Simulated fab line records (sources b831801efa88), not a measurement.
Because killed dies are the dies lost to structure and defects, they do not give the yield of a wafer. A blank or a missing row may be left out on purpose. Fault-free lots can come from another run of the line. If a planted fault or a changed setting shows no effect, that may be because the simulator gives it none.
Which tool is to blame? -- flow gf180mcu -- route of 602 steps, sampled at 1 step: 6 lots, 17 wafers

WHAT THE GAUGES READ, wafer by wafer
GF_POLY_GATE_THK_MEAS_17.
lot,measured,on,POLY_GATE_OXIDATION_THK (nm)
L705,day 9 19:57,film-metro-02,3.99 3.88 3.93
L707,day 10 14:43,film-metro-02,3.91 3.95 4.04
L716,day 13 04:26,film-metro-04,3.95 4.03
L720,day 14 06:46,film-metro-01,4.01 3.97 4.02
L724,day 15 10:16,film-metro-04,3.93 3.87 3.91
L726,day 16 05:26,film-metro-01,4.01 4.03 4.01

TOOL THAT RAN EACH LOT (tool first, then ch and the chambers of the sampled wafers, then the start)
The record shows no process step preceding these readings.

THE ANSWER, worked out from the rows above alone
Rule: the lots themselves supply what counts as usual. Put in order of their means at a reading, lots are off if they are a third of the lots or fewer, leave a main group of 4 or more, and stand apart from it by a gap of 3 or more times the standard deviation of the main group's means; of several such gaps the widest counts. A main group is skipped when, at the precision printed for the reading in the tables above, its means are all equal. Also off: a lot with no number at a reading for which 4 or more lots have one. Where the step has rows for the other lots, those lots are counted as sound.
Nothing can be told from this: no lot is off at any reading shown.

WHAT WAS PUT IN BY THE SIMULATOR
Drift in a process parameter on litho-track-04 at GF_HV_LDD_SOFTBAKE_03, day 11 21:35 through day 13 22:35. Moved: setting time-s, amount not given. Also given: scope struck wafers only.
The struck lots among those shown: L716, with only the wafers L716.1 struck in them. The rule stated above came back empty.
